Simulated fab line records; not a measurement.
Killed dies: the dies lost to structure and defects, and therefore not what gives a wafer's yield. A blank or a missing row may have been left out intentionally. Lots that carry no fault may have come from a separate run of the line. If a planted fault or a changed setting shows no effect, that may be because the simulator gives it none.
A single fault, viewed from 2 desks / flow gf180mcu / numbers are kept per desk, each desk with only its own; the story behind them comes last

== TOOL OWNER'S DESK, pecvd-04 ==
The tool's own readings at GF_V3_CVD_02 (deposits SiO2 from TEOS, target thk 850 nm, time 94.851 s): means of the sampled wafers that have a number, for each lot that ran on this tool. Any lot whose mean is over 4 standard deviations away from the usual mean is out of limits and marked OUT; that distance is given in the brackets.
Columns: A = heaterPowerW at GF_V3_CVD_02, usual 702 W; B = runLengthS at GF_V3_CVD_02, usual 122.8 s
lot=L479; first seen here=day 22 03:16; A=651; B=122.8
lot=L484; first seen here=day 23 21:35; A=589; B=107.8 (-28) OUT
lot=L485; first seen here=day 24 01:59; A=680; B=100.5 (-42) OUT
lot=L493; first seen here=day 26 20:43; A=571; B=122.7
lot=L496; first seen here=day 28 04:06; A=673; B=123.1
lot=L499; first seen here=day 28 15:08; A=690; B=122.4
lot=L500; first seen here=day 28 22:04; A=725; B=122.8
This desk's finding: out of limits on L484, L485; first on L484, day 23 21:35 (runLengthS at GF_V3_CVD_02). L479, L493, L496, L499, L500: within limits.

== METROLOGY DESK ==
What the gauges read, lot by lot, whatever tool the lot ran on: means of the sampled wafers that have a number. Any lot whose mean is over 4 standard deviations away from the usual mean is out of limits and marked OUT; that distance is given in the brackets.
Columns: A = V3_CVD_02_THK at GF_V3_THK_MEAS_03, usual 847 nm
lot=L477; first seen here=day 21 08:29; A=849
lot=L478; first seen here=day 21 21:08; A=843
lot=L479; first seen here=day 22 03:20; A=842
lot=L483; first seen here=day 23 14:24; A=846
lot=L484; first seen here=day 23 21:40; A=712 (-11) OUT
lot=L485; first seen here=day 24 02:03; A=644 (-17) OUT
lot=L489; first seen here=day 25 16:01; A=859
lot=L493; first seen here=day 26 20:50; A=856
lot=L494; first seen here=day 27 04:05; A=859
lot=L495; first seen here=day 27 11:45; A=850
lot=L496; first seen here=day 28 04:11; A=849
lot=L497; first seen here=day 28 05:47; A=860
lot=L499; first seen here=day 28 15:13; A=843
lot=L500; first seen here=day 28 22:08; A=842
This desk finds L484, L485 out of limits, with the earliest case on L484 at day 23 21:40 (V3_CVD_02_THK at GF_V3_THK_MEAS_03). L477, L478, L479, L483, L489, L493, L494, L495, L496, L497, L499, L500: within limits.

== TAKEN TOGETHER ==
On L484, L485, at day 23 21:35, an alarm was possible from the tool owner's desk.
An alarm was possible from the metrology desk at day 23 21:40, on L484, L485.
Of the lots named, all ran GF_V3_CVD_02 on pecvd-04.

== WHAT THE SIMULATOR PUT IN ==
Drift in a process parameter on pecvd-04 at GF_V3_CVD_02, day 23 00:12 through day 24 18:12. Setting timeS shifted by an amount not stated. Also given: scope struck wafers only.
Shown lots that were struck: L484, L485.
Counting hours from when the fault started, the first reading out of limits came at 21 for the tool owner's desk and at 21 for the metrology desk.
